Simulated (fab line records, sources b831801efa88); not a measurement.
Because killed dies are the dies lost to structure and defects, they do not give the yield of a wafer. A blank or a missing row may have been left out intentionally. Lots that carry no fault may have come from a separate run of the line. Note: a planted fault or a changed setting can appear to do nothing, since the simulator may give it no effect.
Chamber matching + flow sky130 + SKY_FIELD_ISO_ETCH_14 on rie_diel-04: 4 sister chambers
The step etches BARC in N2/H2, stops on SiO2, time 45.9 s, target depth 60 nm. 4 wafers are shown with their chamber, then 7 later ones without.

== WAFERS PAIRED WITH THEIR CHAMBERS ==
| wafer  | chamber | run_length_s (s) |
|--------|---------|------------------|
| L352.2 | 1       | 74.4             |
| L352.4 | 3       | 74.3             |
| L356.2 | 2       | 74.8             |
| L356.3 | 0       | 74.6             |

== WAFERS MISSING THEIR CHAMBER ==
| wafer  | run_length_s (s) |
|--------|------------------|
| L356.5 | 74.4             |
| L362.1 | 74.1             |
| L362.2 | 74.7             |
| L362.3 | 74.4             |
| L363.1 | 74.8             |
| L363.4 | 74.4             |
| L363.5 | 74.3             |

== WHICH CHAMBER EACH WENT THROUGH ==
| wafer  | from the rows above     | in truth |
|--------|-------------------------|----------|
| L356.5 | can't be placed: 1 or 3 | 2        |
| L362.1 | can't be placed: 3 or 1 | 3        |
| L362.2 | can't be placed: 2 or 0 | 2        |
| L362.3 | can't be placed: 1 or 3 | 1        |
| L363.1 | 2                       | 2        |
| L363.4 | can't be placed: 1 or 3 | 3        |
| L363.5 | can't be placed: 3 or 1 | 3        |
1 of 7 placed correctly. These rows do not allow placing 6 (true chamber among the candidates in 5). Wrongly placed: 0.
How it was worked out, from the rows above alone: a wafer's distance from a chamber is the root of the sum, over the readings, of the square of ((its reading less the chamber's mean) divided by the reading's scatter). If the next closest chamber is less than 2 further off than the closest, the wafer can't be placed; otherwise it belongs to the closest. The mean given for a chamber averages the wafers shown for that chamber. The scatter: with one shown wafer a chamber, the root of the mean of the squares of how far each hidden wafer lies from its nearest shown one.
